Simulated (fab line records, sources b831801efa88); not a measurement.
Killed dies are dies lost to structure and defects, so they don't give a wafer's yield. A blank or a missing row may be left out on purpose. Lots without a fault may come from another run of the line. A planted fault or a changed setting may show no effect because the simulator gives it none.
fab line records | flow sky130
record lots=5 wafers=15 last_day=50
route steps=708 shown METAL2@484 VIA2@507
lots that met no fault: from a run of the same line without faults
start_h: hours from the record's first day to the start of the lot's first wafer shown | wait_h: hours since the lot's step before | " the same as in the row above | L1.1+2: a row that stands for several wafers | - no value, or no start given | * or withheld: withheld | < > ~ a bound
route shown NAME@n: a module of which the file shows steps, and the number in the route of the first | usual: mean/standard deviation of fault-free wafers | same: alike in all rows | chamber/n: place in a boat | sites: the reading at each site | _std_site: their standard deviation | _edge_site: outer sites' mean less inner sites' | radius_mm: how far each site lies from the wafer's centre | mask NAME#n: copy n | behind: the tool/chamber that last shaped the wafer | hold: why the lot was held/for how many hours/how that ended | device: the transistor (n, p or np) that didn't switch | end of line: the same wafers' tests at the end of the route | a step without rows: its recipe alone | killed: dies lost to structure and defects at the first sort, not the wafer's yield | map: a wafer's dies, x killed, . not, _ none there
set.NAME: the setting as run; set.NAME@STEP: as run at that earlier step | model.NAME: the simulator's own value behind a step, which no gauge read
lots at some steps of the route; a table a step, a row a wafer
services: from which hour (start_h, from the record's first day; less than 0 if before it) a tool's chamber was out of use, for how many hours, and why
## steps
# step SKY_METAL2_SPUTTER_01
# recipe material=TiN target_thk_nm=20 power_w=6500 time_s=16.7 chamber_pressure_pa=0.4
# usual cathode_dc_power_W=6500.1/1.1 throttle_valve_pct=29.9/1
# columns lot.wafer tool chamber start_h wait_h cathode_dc_power_W throttle_valve_pct
L076.3 pvd_sputter-03 - 798.42 0.0 6500.3 28.3
L076.4 " - " " 6501.3 30.2
L076.6 " - " " 6499.6 29.7
L084.1 pvd_sputter-02 - 874.62 0.0 6499.3 30.4
L084.5 " - " " 6500.6 32.0
L084.6 " - " " 6501.2 29.9
L086.2 pvd_sputter-04 - 877.71 0.0 6499.5 29.6
L086.3 " - " " 6499.7 28.8
L086.5 " - " " 6499.4 29.5
L089.1 pvd_sputter-03 - 931.69 0.0 6499.4 28.2
L089.3 " - " " 6500.3 29.0
L089.6 " - " " 6500.3 28.1
L097.1 pvd_sputter-04 - 961.66 0.0 6498.5 28.9
L097.4 " - " " 6500.1 29.6
L097.5 " - " " 6499.2 30.6
# step SKY_METAL2_SPUTTER_02
# recipe material=AlCu target_thk_nm=250 power_w=10600 time_s=13.3 chamber_pressure_pa=0.4
# usual cathode_dc_power_W=10600/1.8 throttle_valve_pct=29.9/1
# columns lot.wafer tool chamber start_h wait_h cathode_dc_power_W throttle_valve_pct
L076.3 pvd_sputter-03 - 798.44 0.0 10598 28.3
L076.4 " - " " 10597 29.9
L076.6 " - " " 10597 29.9
L084.1 pvd_sputter-02 - 874.64 0.0 10598 30.2
L084.5 " - " " 10601 32.1
L084.6 " - " " 10601 30.0
L086.2 pvd_sputter-04 - 877.73 0.0 10600 29.8
L086.3 " - " " 10599 29.0
L086.5 " - " " 10601 29.8
L089.1 pvd_sputter-03 - 931.72 0.0 10601 28.1
L089.3 " - " " 10601 28.9
L089.6 " - " " 10602 27.9
L097.1 pvd_sputter-04 - 961.68 0.0 10603 29.0
L097.4 " - " " 10600 29.6
L097.5 " - " " 10599 30.4
# step SKY_METAL2_SPUTTER_03
# recipe material=Ti target_thk_nm=5 power_w=3000 time_s=3.3 chamber_pressure_pa=0.4
# usual cathode_dc_power_W=3000.1/0.57 throttle_valve_pct=29.9/1
# columns lot.wafer tool chamber start_h wait_h cathode_dc_power_W throttle_valve_pct
L076.3 pvd_sputter-03 - 798.47 0.0 3000.6 28.4
L076.4 " - " " 2999.5 30.1
L076.6 " - " " 2999.9 30.2
L084.1 pvd_sputter-02 - 874.67 0.0 3000.3 30.3
L084.5 " - " " 2999.7 32.3
L084.6 " - " " 3000.4 30.0
L086.2 pvd_sputter-04 - 877.76 0.0 3000.1 29.6
L086.3 " - " " 3000.0 28.6
L086.5 " - " " 2999.7 29.5
L089.1 pvd_sputter-03 - 931.74 0.0 2999.4 28.4
L089.3 " - " " 2999.9 28.8
L089.6 " - " " 2999.9 28.3
L097.1 pvd_sputter-04 - 961.71 0.0 3000.1 29.0
L097.4 " - " " 3000.3 29.5
L097.5 " - " " 2999.8 30.9
# step SKY_METAL2_SPUTTER_04
# recipe material=TiN target_thk_nm=70 power_w=6500 time_s=58.3 chamber_pressure_pa=0.4
# usual cathode_dc_power_W=6499.9/1.2 throttle_valve_pct=29.9/1.1
# columns lot.wafer tool chamber start_h wait_h cathode_dc_power_W throttle_valve_pct
L076.3 pvd_sputter-03 - 798.49 0.0 6500.0 28.3
L076.4 " - " " 6499.4 30.3
L076.6 " - " " 6499.6 30.2
L084.1 pvd_sputter-02 - 874.68 0.0 6500.4 30.5
L084.5 " - " " 6498.7 32.6
L084.6 " - " " 6498.7 29.8
L086.2 pvd_sputter-04 - 877.78 0.0 6499.3 29.6
L086.3 " - " " 6501.8 28.7
L086.5 " - " " 6500.3 29.4
L089.1 pvd_sputter-03 - 931.76 0.0 6501.4 28.1
L089.3 " - " " 6499.0 28.9
L089.6 " - " " 6498.3 28.0
L097.1 pvd_sputter-04 - 961.72 0.0 6501.5 28.6
L097.4 " - " " 6500.4 29.7
L097.5 " - " " 6496.6 30.4
# step SKY_METAL2_RS_MEAS_05
# recipe thk_meas_gauge=four-point-probe reads=TiN_of_METAL2_SPUTTER_04+Ti_of_METAL2_SPUTTER_03+AlCu_of_METAL2_SPUTTER_02+TiN_of_METAL2_SPUTTER_01+Ti_of_METAL2_SPUTTER_00
# usual METAL2_ALCU_RS=0.1263/0.0013
# columns lot.wafer tool chamber start_h wait_h METAL2_ALCU_RS[ohm/sq]
L076.3 film_metro-01 - 798.58 0.1 0.1268
L076.4 " - " " 0.1280
L076.6 " - " " 0.1265
L084.1 film_metro-01 - 874.73 0.0 0.1254
L084.5 " - " " 0.1248
L084.6 " - " " 0.1259
L086.2 film_metro-03 - 877.86 0.0 0.1257
L086.3 " - " " 0.1258
L086.5 " - " " 0.1258
L089.1 film_metro-02 - 931.81 0.0 0.1270
L089.3 " - " " 0.1284
L089.6 " - " " 0.1282
L097.1 film_metro-02 - 961.77 0.0 0.1256
L097.4 " - " " 0.1249
L097.5 " - " " 0.1255
# step SKY_METAL2_THK_MEAS_06
# recipe thk_meas_gauge=xrf reads=AlCu_of_METAL2_SPUTTER_02
# usual METAL2_ALCU_THK=254/3.8
# columns lot.wafer tool chamber start_h wait_h METAL2_ALCU_THK[nm]
L076.3 film_metro-01 - 798.68 0.1 252
L076.4 " - " " 249
L076.6 " - " " 251
L084.1 film_metro-01 - 874.85 0.1 257
L084.5 " - " " 259
L084.6 " - " " 255
L086.2 film_metro-03 - 877.97 0.1 259
L086.3 " - " " 259
L086.5 " - " " 259
L089.1 film_metro-02 - 931.93 0.1 249
L089.3 " - " " 247
L089.6 " - " " 247
L097.1 film_metro-02 - 961.89 0.1 255
L097.4 " - " " 255
L097.5 " - " " 254
# step SKY_METAL2_DEHYDRATE_07
# recipe temp_c=200 time_s=60
# columns lot.wafer tool chamber start_h wait_h
L076.3+4+6 litho_track-02 0 812.04 13.4
L084.1+5+6 litho_track-04 0 886.61 11.7
L086.2+3+5 litho_track-03 0 890.06 12.1
L089.1+3+6 litho_track-04 0 943.11 11.2
L097.1+4+5 litho_track-03 0 974.04 12.1
# step SKY_METAL2_HMDS_08
# recipe prime_time_s=60 prime_temp_c=120
# same prime_time_s=60
# columns lot.wafer tool chamber start_h wait_h
L076.3+4+6 litho_track-02 0 812.19 0.1
L084.1+5+6 litho_track-04 0 886.76 0.1
L086.2+3+5 litho_track-03 0 890.21 0.1
L089.1+3+6 litho_track-04 0 943.26 0.1
L097.1+4+5 litho_track-03 0 974.19 0.1
# step SKY_METAL2_COAT_09
# recipe resist=BARC temp_c=withheld time_s=withheld spin_rpm=3000 resist_thk_nm=60
# columns lot.wafer tool chamber start_h wait_h
L076.3+4+6 litho_track-02 0 812.34 0.1
L084.1+5+6 litho_track-04 0 886.91 0.1
L086.2+3+5 litho_track-03 0 890.36 0.1
L089.1+3+6 litho_track-04 0 943.41 0.1
L097.1+4+5 litho_track-03 0 974.34 0.1
# step SKY_METAL2_COAT_10
# recipe resist=KrF-thick spin_rpm=3000 resist_thk_nm=450
# columns lot.wafer tool chamber start_h wait_h
L076.3+4+6 litho_track-02 0 - -
L084.1+5+6 litho_track-04 0 - -
L086.2+3+5 litho_track-03 0 - -
L089.1+3+6 litho_track-04 0 - -
L097.1+4+5 litho_track-03 0 - -
# step SKY_METAL2_SOFTBAKE_11
# recipe temp_c=100 time_s=90 resist=KrF-thick
# columns lot.wafer tool chamber start_h wait_h
L076.3+4+6 litho_track-02 0 - -
L084.1+5+6 litho_track-04 0 - -
L086.2+3+5 litho_track-03 0 - -
L089.1+3+6 litho_track-04 0 - -
L097.1+4+5 litho_track-03 0 - -
# step SKY_METAL2_EXPOSE_12
# recipe mask_id=MM2 na=0.8 source_shape=annular sigma_inner=0.55 sigma_outer=0.85 target_cd_nm=140 dose_mj=28
# usual focus_offset_nm=0.0/0.48
# same na=0.8
# columns lot.wafer tool chamber start_h wait_h mask focus_offset_nm
L076.3 krf_scanner-02 0 - - MM2#0 -0.4
L076.4 " 0 " " MM2#0 0.3
L076.6 " 0 " " MM2#0 0.2
L084.1 krf_scanner-02 0 - - MM2#0 -0.2
L084.5 " 0 " " MM2#0 -0.3
L084.6 " 0 " " MM2#0 -0.7
L086.2 krf_scanner-01 0 - - MM2#0 -0.3
L086.3 " 0 " " MM2#0 -0.4
L086.5 " 0 " " MM2#0 -0.2
L089.1 krf_scanner-01 0 - - MM2#0 -0.4
L089.3 " 0 " " MM2#0 0.3
L089.6 " 0 " " MM2#0 0.6
L097.1 krf_scanner-01 0 - - MM2#0 -0.8
L097.4 " 0 " " MM2#0 -0.4
L097.5 " 0 " " MM2#0 0.2
# step SKY_METAL2_PEB_13
# recipe peb_temp_c=withheld peb_time_s=withheld resist=KrF-thick
# columns lot.wafer tool chamber start_h wait_h
L076.3+4+6 litho_track-02 0 - -
L084.1+5+6 litho_track-04 0 - -
L086.2+3+5 litho_track-03 0 - -
L089.1+3+6 litho_track-02 0 - -
L097.1+4+5 litho_track-04 0 - -
# step SKY_METAL2_DEVELOP_14
# recipe develop_time_s=60 resist=KrF-thick dev_temp_c=21
# columns lot.wafer tool chamber start_h wait_h
L076.3+4+6 litho_track-02 0 - -
L084.1+5+6 litho_track-04 0 - -
L086.2+3+5 litho_track-03 0 - -
L089.1+3+6 litho_track-02 0 - -
L097.1+4+5 litho_track-04 0 - -
# step SKY_METAL2_CD_MEAS_15
# recipe target_cd_nm=140
# usual cd_nm=140.0/1.5
# columns lot.wafer tool chamber start_h wait_h cd_nm
L076.3 cd_sem-02 - 825.78 - 138.0
L076.4 " - " " 138.3
L076.6 " - " " 139.7
L084.1 cd_sem-01 - 900.61 - 139.7
L084.5 " - " " 139.8
L084.6 " - " " 141.0
L086.2 cd_sem-01 - 903.76 - 137.0
L086.3 " - " " 138.7
L086.5 " - " " 137.3
L089.1 cd_sem-01 - 956.09 - 138.4
L089.3 " - " " 138.9
L089.6 " - " " 138.4
L097.1 cd_sem-02 - 985.86 - 140.3
L097.4 " - " " 140.2
L097.5 " - " " 139.5
# step SKY_METAL2_OVL_MEAS_16
# usual METAL2_OVL=-1/6
# columns lot.wafer tool chamber start_h wait_h METAL2_OVL[nm]
L076.3 overlay-02 - 825.87 0.1 9
L076.4 " - " " 2
L076.6 " - " " -1
L084.1 overlay-02 - 900.73 0.1 2
L084.5 " - " " 2
L084.6 " - " " -9
L086.2 overlay-02 - 903.86 0.1 -2
L086.3 " - " " 3
L086.5 " - " " -3
L089.1 overlay-01 - 956.21 0.1 5
L089.3 " - " " -4
L089.6 " - " " 3
L097.1 overlay-01 - 985.98 0.1 3
L097.4 " - " " 1
L097.5 " - " " 0
# step SKY_METAL2_DESCUM_17
# recipe chemistry=O2 source_power_w=150 bias_power_w=0 pressure_mtorr=10 temp_c=40 time_s=8
# usual drypump_motor_current_A=5.44/0.24 oes_product_au=0.998/0.0072
# columns lot.wafer tool chamber start_h wait_h drypump_motor_current_A oes_product_au rf_hours_counter_h
L076.3 rie_metal-04 0 825.90 0.0 5.66 1.001 -
L076.4 " 1 " " 5.21 1.003 -
L076.6 " 1 " " 5.24 1.001 -
L084.1 rie_metal-03 0 900.77 0.0 5.54 1.001 17
L084.5 " 1 " " 5.28 0.983 -
L084.6 " 0 " " 5.58 1.001 -
L086.2 rie_metal-02 0 903.89 0.0 6.01 1.004 13
L086.3 " 0 " " 6.02 1.012 -
L086.5 " 1 " " 5.23 1.007 -
L089.1 rie_metal-03 1 956.24 0.0 5.29 0.984 14
L089.3 " 1 " " 5.31 0.996 -
L089.6 " 1 " " 5.28 0.989 -
L097.1 rie_metal-04 1 986.02 0.0 5.23 0.994 17
L097.4 " 1 " " 5.23 0.995 -
L097.5 " 1 " " 5.24 0.991 -
# step SKY_METAL2_ETCH_18
# recipe chemistry=N2/H2 target=BARC ion_energy_ev=200 bias_w=100 pressure_mtorr=30 n2_flow_sccm=100 h2_flow_sccm=200 icp_w=500 stop_on=SiO2 time_s=45.9 target_depth_a=600
# usual drypump_motor_current_A=5.45/0.24 oes_product_au=0.855/0.005 throttle_valve_pct=13.226/0.0093
# columns lot.wafer tool chamber start_h wait_h drypump_motor_current_A oes_product_au rf_hours_counter_h throttle_valve_pct
L076.3 rie_metal-04 0 825.94 0.0 5.66 0.855 - 13.213
L076.4 " 1 " " 5.25 0.852 - 13.227
L076.6 " 1 " " 5.25 0.854 - 13.215
L084.1 rie_metal-03 0 900.80 0.0 5.58 0.854 17 13.233
L084.5 " 1 " " 5.30 0.854 - 13.217
L084.6 " 0 " " 5.57 0.857 - 13.222
L086.2 rie_metal-02 0 903.92 0.0 6.00 0.852 13 13.235
L086.3 " 0 " " 6.01 0.859 - 13.220
L086.5 " 1 " " 5.24 0.861 - 13.212
L089.1 rie_metal-03 1 956.31 0.1 5.31 0.852 14 13.224
L089.3 " 1 " " 5.29 0.856 - 13.232
L089.6 " 1 " " 5.28 0.863 - 13.222
L097.1 rie_metal-04 1 986.05 0.0 5.23 0.857 17 13.223
L097.4 " 1 " " 5.24 0.846 - 13.227
L097.5 " 1 " " 5.23 0.848 - 13.227
# step SKY_METAL2_METAL_ETCH_19
# recipe target_depth_a=3600 stop_on=SiO2 over_etch_frac=0.3 time_s=78 chemistry=Cl2/BCl3 resist_sidewall_deg=88 pressure_mtorr=10 icp_w=900 bias_w=48.5 Cl2_flow_sccm=60 bcl3_flow_sccm=30
# usual drypump_motor_current_A=5.44/0.24 oes_product_au=0.856/0.0062 throttle_valve_pct=22.265/0.009
# columns lot.wafer tool chamber start_h wait_h drypump_motor_current_A oes_product_au rf_hours_counter_h throttle_valve_pct
L076.3 rie_metal-04 0 826.02 0.1 5.66 0.843 - 22.254
L076.4 " 1 " " 5.21 0.847 - 22.266
L076.6 " 1 " " 5.23 0.860 - 22.277
L084.1 rie_metal-03 0 900.86 0.0 5.55 0.855 17 22.267
L084.5 " 1 " " 5.31 0.857 - 22.248
L084.6 " 0 " " 5.56 0.848 - 22.259
L086.2 rie_metal-02 0 903.99 0.0 6.02 0.866 13 22.254
L086.3 " 0 " " 6.03 0.863 - 22.269
L086.5 " 1 " " 5.21 0.863 - 22.260
L089.1 rie_metal-03 1 956.43 0.1 5.31 0.842 14 22.262
L089.3 " 1 " " 5.32 0.860 - 22.260
L089.6 " 1 " " 5.29 0.845 - 22.260
L097.1 rie_metal-04 1 986.11 0.0 5.24 0.867 17 22.276
L097.4 " 1 " " 5.23 0.858 - 22.258
L097.5 " 1 " " 5.21 0.861 - 22.270
# step SKY_METAL2_STRIP_20
# recipe chemistry=O2/N2 power_w=1400 pressure_mtorr=1500 platen_temp_c=withheld o2_flow_sccm=3000 n2_flow_sccm=300 overash_fraction=0.5
# usual drypump_motor_current_A=5.8/0.35 oes_product_au=0.344/0.0047 strip_time_to_endpoint_s=2.70/0.032
# columns lot.wafer tool chamber start_h wait_h drypump_motor_current_A oes_product_au rf_hours_counter_h strip_time_to_endpoint_s
L076.3 plasma_asher-03 1 826.11 0.1 5.7 0.346 - 2.75
L076.4 " 0 " " 5.5 0.345 - 2.71
L076.6 " 1 " " 5.8 0.339 - 2.72
L084.1 plasma_asher-03 0 900.95 0.1 5.5 0.347 105 2.71
L084.5 " 0 " " 5.5 0.341 - 2.74
L084.6 " 1 " " 5.7 0.338 - 2.68
L086.2 plasma_asher-03 1 904.08 0.1 5.8 0.343 105 2.63
L086.3 " 0 " " 5.5 0.343 - 2.65
L086.5 " 1 " " 5.7 0.348 - 2.69
L089.1 plasma_asher-04 1 956.61 0.1 6.0 0.340 20 2.74
L089.3 " 1 " " 6.0 0.348 - 2.75
L089.6 " 1 " " 6.0 0.343 - 2.71
L097.1 plasma_asher-03 0 986.20 0.1 5.5 0.339 115 2.67
L097.4 " 0 " " 5.5 0.347 - 2.67
L097.5 " 0 " " 5.5 0.346 - 2.68
# step SKY_METAL2_STRIP_21
# recipe chemistry=post_etch_residue_remover time_s=1200 temp_c=72.5
# columns lot.wafer tool chamber start_h wait_h
L076.3+4+6 wet_bench-02 0 826.18 0.0
L084.1+5+6 wet_bench-03 0 901.05 0.1
L086.2+3+5 wet_bench-01 0 904.19 0.1
L089.1+3+6 wet_bench-01 2 956.71 0.1
L097.1+4+5 wet_bench-03 0 986.30 0.1
# step SKY_METAL2_CLEAN_22
# recipe chemistry=IPA time_s=180 temp_c=25
# columns lot.wafer tool chamber start_h wait_h
L076.3+4+6 wet_bench-02 3 826.52 0.0
L084.1+5+6 wet_bench-01 3 901.39 0.0
L086.2+3+5 wet_bench-01 1 904.53 0.0
L089.1+3+6 wet_bench-03 2 957.05 0.0
L097.1+4+5 wet_bench-01 3 987.05 0.0
# step SKY_METAL2_CLEAN_23
# recipe chemistry=O3/DIW dry=n2_spin
# columns lot.wafer tool chamber start_h wait_h
L076.3+4+6 wet_bench-02 0 826.58 0.0
L084.1+5+6 wet_bench-02 0 901.45 0.0
L086.2+3+5 wet_bench-02 1 904.59 0.0
L089.1+3+6 wet_bench-03 1 957.17 0.0
L097.1+4+5 wet_bench-03 2 987.11 0.0
# step SKY_VIA2_HDPCVD_00
# recipe material=SiO2 target_thk_nm=1180 sigma_open_frac=0.3 time_s=196.7 temp_c=400 sih4_flow_sccm=60 pressure_mtorr=6
# usual pressure_mtorr=5.999/0.013
# columns lot.wafer tool chamber start_h wait_h pressure_mtorr
L076.3 hdpcvd-01 2 826.67 0.0 6.005
L076.4 " 2 " " 6.010
L076.6 " 0 " " 6.006
L084.1 hdpcvd-02 1 901.54 0.0 5.987
L084.5 " 2 " " 5.996
L084.6 " 1 " " 5.978
L086.2 hdpcvd-01 1 904.68 0.0 6.015
L086.3 " 0 " " 6.025
L086.5 " 0 " " 6.001
L089.1 hdpcvd-02 2 957.35 0.0 5.974
L089.3 " 1 " " 6.014
L089.6 " 0 " " 5.998
L097.1 hdpcvd-01 2 987.31 0.0 5.999
L097.4 " 1 " " 5.987
L097.5 " 0 " " 5.987
# step SKY_VIA2_THK_MEAS_01
# recipe reads=SiO2_of_VIA2_HDPCVD_00
# usual VIA2_HDPCVD_THK=1184/9.6
# columns lot.wafer tool chamber start_h wait_h VIA2_HDPCVD_THK[nm]
L076.3 film_metro-03 - 826.81 0.1 1185
L076.4 " - " " 1192
L076.6 " - " " 1182
L084.1 film_metro-01 - 901.67 0.1 1192
L084.5 " - " " 1179
L084.6 " - " " 1164
L086.2 film_metro-03 - 904.82 0.1 1171
L086.3 " - " " 1194
L086.5 " - " " 1167
L089.1 film_metro-01 - 957.48 0.1 1203
L089.3 " - " " 1207
L089.6 " - " " 1190
L097.1 film_metro-01 - 987.43 0.1 1182
L097.4 " - " " 1193
L097.5 " - " " 1189
# step SKY_VIA2_CMP_02
# recipe material=SiO2 down_force_psi=4 platen_rpm=60 pad_velocity_m_s=0.94248
# usual motor_current_A=11.5/1
# columns lot.wafer tool chamber start_h wait_h motor_current_A
L076.4 cmp-01 2 826.85 0.0 10.8
L076.3 " 3 " " 11.8
L076.6 " 2 " " 10.8
L084.1 cmp-02 0 901.83 0.1 12.1
L084.6 " 2 " " 12.2
L084.5 " 3 " " 10.1
L086.3 cmp-02 3 904.98 0.1 9.8
L086.2 " 0 " " 11.5
L086.5 " 2 " " 11.8
L089.3 cmp-02 0 957.54 0.0 12.2
L089.1 " 1 " " 10.8
L089.6 " 1 " " 10.0
L097.4 cmp-01 0 987.49 0.0 13.1
L097.1 " 2 " " 11.0
L097.5 " 0 " " 13.5
# step SKY_VIA2_BOW_MEAS_03
# recipe mode=bow
# usual VIA2_BOW=86/6.9
# columns lot.wafer tool chamber start_h wait_h VIA2_BOW[um]
L076.3 film_metro-03 - 827.25 0.3 79
L076.4 " - " " 92
L076.6 " - " " 84
L084.1 film_metro-04 - 902.03 0.1 85
L084.5 " - " " 72
L084.6 " - " " 71
L086.2 film_metro-01 - 905.25 0.2 96
L086.3 " - " " 89
L086.5 " - " " 86
L089.1 film_metro-04 - 957.84 0.2 92
L089.3 " - " " 85
L089.6 " - " " 90
L097.1 film_metro-01 - 987.79 0.1 85
L097.4 " - " " 95
L097.5 " - " " 88
# step SKY_VIA2_DEHYDRATE_04
# recipe temp_c=200 time_s=60
# columns lot.wafer tool chamber start_h wait_h
L076.3+4+6 litho_track-02 0 840.34 13.1
L084.1+5+6 litho_track-02 0 913.34 11.3
L086.2+3+5 litho_track-04 0 916.89 11.6
L089.1+3+6 litho_track-02 0 969.79 11.9
L097.1+4+5 litho_track-01 0 999.28 11.5
# step SKY_VIA2_HMDS_05
# recipe prime_time_s=60 prime_temp_c=120
# same prime_time_s=60
# columns lot.wafer tool chamber start_h wait_h
L076.3+4+6 litho_track-02 0 840.49 0.1
L084.1+5+6 litho_track-02 0 913.49 0.1
L086.2+3+5 litho_track-04 0 917.04 0.1
L089.1+3+6 litho_track-02 0 969.94 0.1
L097.1+4+5 litho_track-01 0 999.43 0.1
# step SKY_VIA2_COAT_06
# recipe resist=BARC temp_c=withheld time_s=withheld spin_rpm=3000 resist_thk_nm=60
# columns lot.wafer tool chamber start_h wait_h
L076.3+4+6 litho_track-02 0 840.64 0.1
L084.1+5+6 litho_track-02 0 913.64 0.1
L086.2+3+5 litho_track-04 0 917.19 0.1
L089.1+3+6 litho_track-02 0 970.09 0.1
L097.1+4+5 litho_track-01 0 999.58 0.1
# step SKY_VIA2_COAT_07
# recipe resist=KrF-thick spin_rpm=3000 resist_thk_nm=450
# columns lot.wafer tool chamber start_h wait_h
L076.3+4+6 litho_track-02 0 - -
L084.1+5+6 litho_track-02 0 - -
L086.2+3+5 litho_track-04 0 - -
L089.1+3+6 litho_track-02 0 - -
L097.1+4+5 litho_track-01 0 - -
# step SKY_VIA2_SOFTBAKE_08
# recipe temp_c=100 time_s=90 resist=KrF-thick
# columns lot.wafer tool chamber start_h wait_h
L076.3+4+6 litho_track-02 0 - -
L084.1+5+6 litho_track-02 0 - -
L086.2+3+5 litho_track-04 0 - -
L089.1+3+6 litho_track-02 0 - -
L097.1+4+5 litho_track-01 0 - -
# step SKY_VIA2_EXPOSE_09
# recipe mask_id=VIM2 na=0.8 source_shape=annular sigma_inner=0.55 sigma_outer=0.85 target_cd_nm=200 dose_mj=38
# usual focus_offset_nm=0.0/0.54
# same na=0.8
# columns lot.wafer tool chamber start_h wait_h mask focus_offset_nm
L076.3 krf_scanner-02 0 - - VIM2#0 -0.4
L076.4 " 0 " " VIM2#0 0.0
L076.6 " 0 " " VIM2#0 -0.4
L084.1 krf_scanner-02 0 - - VIM2#0 0.8
L084.5 " 0 " " VIM2#0 0.4
L084.6 " 0 " " VIM2#0 -0.6
L086.2 krf_scanner-02 0 - - VIM2#0 -0.2
L086.3 " 0 " " VIM2#0 -0.4
L086.5 " 0 " " VIM2#0 -0.5
L089.1 krf_scanner-02 0 - - VIM2#0 -1.1
L089.3 " 0 " " VIM2#0 -0.5
L089.6 " 0 " " VIM2#0 0.1
L097.1 krf_scanner-02 0 - - VIM2#0 -0.4
L097.4 " 0 " " VIM2#0 -0.2
L097.5 " 0 " " VIM2#0 -0.1
# step SKY_VIA2_PEB_10
# recipe peb_temp_c=withheld peb_time_s=withheld resist=KrF-thick
# columns lot.wafer tool chamber start_h wait_h
L076.3+4+6 litho_track-02 0 - -
L084.1+5+6 litho_track-02 0 - -
L086.2+3+5 litho_track-04 0 - -
L089.1+3+6 litho_track-04 0 - -
L097.1+4+5 litho_track-01 0 - -
# step SKY_VIA2_DEVELOP_11
# recipe develop_time_s=60 resist=KrF-thick dev_temp_c=21
# columns lot.wafer tool chamber start_h wait_h
L076.3+4+6 litho_track-02 0 - -
L084.1+5+6 litho_track-02 0 - -
L086.2+3+5 litho_track-04 0 - -
L089.1+3+6 litho_track-04 0 - -
L097.1+4+5 litho_track-01 0 - -
# step SKY_VIA2_CD_MEAS_12
# recipe target_cd_nm=200
# usual cd_nm=199.7/1.7
# columns lot.wafer tool chamber start_h wait_h cd_nm
L076.3 cd_sem-02 - 853.78 - 202.1
L076.4 " - " " 202.1
L076.6 " - " " 201.4
L084.1 cd_sem-02 - 926.69 - 200.6
L084.5 " - " " 199.0
L084.6 " - " " 199.3
L086.2 cd_sem-02 - 930.23 - 199.1
L086.3 " - " " 199.1
L086.5 " - " " 199.3
L089.1 cd_sem-01 - 982.96 - 197.2
L089.3 " - " " 196.7
L089.6 " - " " 197.4
L097.1 cd_sem-01 - 1010.48 - 199.8
L097.4 " - " " 199.1
L097.5 " - " " 200.2
# step SKY_VIA2_OVL_MEAS_13
# usual VIA2_OVL=-1/4.9
# columns lot.wafer tool chamber start_h wait_h VIA2_OVL[nm]
L076.3 overlay-01 - 853.87 0.1 -9
L076.4 " - " " -5
L076.6 " - " " -3
L084.1 overlay-01 - 926.81 0.1 5
L084.5 " - " " 2
L084.6 " - " " 2
L086.2 overlay-01 - 930.34 0.1 -4
L086.3 " - " " -10
L086.5 " - " " -3
L089.1 overlay-01 - 983.08 0.1 -4
L089.3 " - " " 2
L089.6 " - " " -2
L097.1 overlay-02 - 1010.60 0.1 1
L097.4 " - " " -7
L097.5 " - " " -9
# step SKY_VIA2_ETCH_14
# recipe chemistry=N2/H2 target=BARC ion_energy_ev=200 source_w=500 bias_w=100 pressure_mtorr=30 n2_flow_sccm=100 h2_flow_sccm=200 stop_on=SiO2 time_s=45.9 target_depth_a=600
# usual drypump_motor_current_A=5.6/0.52 oes_product_au=0.855/0.005 throttle_valve_pct=13.225/0.0084
# columns lot.wafer tool chamber start_h wait_h drypump_motor_current_A oes_product_au rf_hours_counter_h throttle_valve_pct
L076.3 rie_diel-04 0 853.89 0.0 5.0 0.847 2 13.207
L076.4 " 0 " " 5.0 0.858 - 13.235
L076.6 " 3 " " 5.1 0.861 - 13.219
L084.1 rie_diel-01 2 926.84 0.0 5.0 0.860 25 13.229
L084.5 " 1 " " 6.1 0.846 - 13.217
L084.6 " 2 " " 5.0 0.858 - 13.211
L086.2 rie_diel-02 1 930.37 0.0 5.6 0.849 11 13.221
L086.3 " 3 " " 5.7 0.851 9 13.233
L086.5 " 1 " " 5.6 0.866 - 13.220
L089.1 rie_diel-04 0 983.12 0.0 5.0 0.849 6 13.231
L089.3 " 3 " " 5.1 0.864 13 13.216
L089.6 " 2 " " 5.2 0.855 - 13.224
L097.1 rie_diel-04 1 1010.63 0.0 6.0 0.853 28 13.237
L097.4 " 3 " " 5.2 0.854 - 13.225
L097.5 " 2 " " 5.2 0.850 - 13.223
# step SKY_VIA2_ETCH_15
# recipe target=SiO2 chemistry=C4F8/O2/Ar target_depth_nm=546 stop_on=TiN mask_material=KrF-thick source_w=1500 bias_w=1200 pressure_mtorr=40 c4f8_flow_sccm=withheld O2_flow_sccm=6 Ar_flow_sccm=300 time_s=84
# usual oes_product_au=0.941/0.005
# columns lot.wafer tool chamber start_h wait_h oes_product_au rf_hours_counter_h
L076.3 rie_diel-04 0 853.93 0.0 0.940 2
L076.4 " 0 " " 0.940 -
L076.6 " 3 " " 0.950 -
L084.1 rie_diel-01 2 926.88 0.0 0.951 25
L084.5 " 1 " " 0.938 -
L084.6 " 2 " " 0.943 -
L086.2 rie_diel-02 1 930.41 0.0 0.949 11
L086.3 " 3 " " 0.943 9
L086.5 " 1 " " 0.942 -
L089.1 rie_diel-04 0 983.16 0.0 0.944 6
L089.3 " 3 " " 0.943 13
L089.6 " 2 " " 0.941 -
L097.1 rie_diel-04 1 1010.67 0.0 0.934 28
L097.4 " 3 " " 0.945 -
L097.5 " 2 " " 0.935 -
## services
# columns tool chamber start_h hours kind
krf_scanner-01 - 774.79 1.1 repair
rie_metal-02 0 777.84 17.2 repair
hdpcvd-01 1 807.75 4.7 repair
rie_diel-04 1 820.03 11.9 repair
pvd_sputter-02 - 828.11 2.0 repair
krf_scanner-01 - 829.57 0.9 repair
plasma_asher-03 - 834.24 7.6 repair
krf_scanner-02 - 838.35 0.8 pm
krf_scanner-02 - 842.67 4.0 pm
rie_diel-04 2 852.42 4.8 repair
krf_scanner-02 - 858.85 1.3 pm
plasma_asher-03 - 865.08 4.4 repair
rie_diel-04 2 877.19 3.9 repair
pvd_sputter-02 - 880.78 6.8 repair
rie_diel-04 - 884.61 0.7 repair
rie_metal-04 - 884.68 2.8 pm
krf_scanner-02 - 896.46 1.0 pm
rie_metal-03 - 911.09 14.6 pm
rie_diel-04 2 942.12 2.1 repair
krf_scanner-02 - 976.47 3.0 pm
krf_scanner-02 - 984.20 3.2 repair
pvd_sputter-03 - 991.75 2.1 repair
krf_scanner-02 - 1007.15 0.8 pm
rie_diel-04 0 1007.33 7.2 repair
## key
fault none
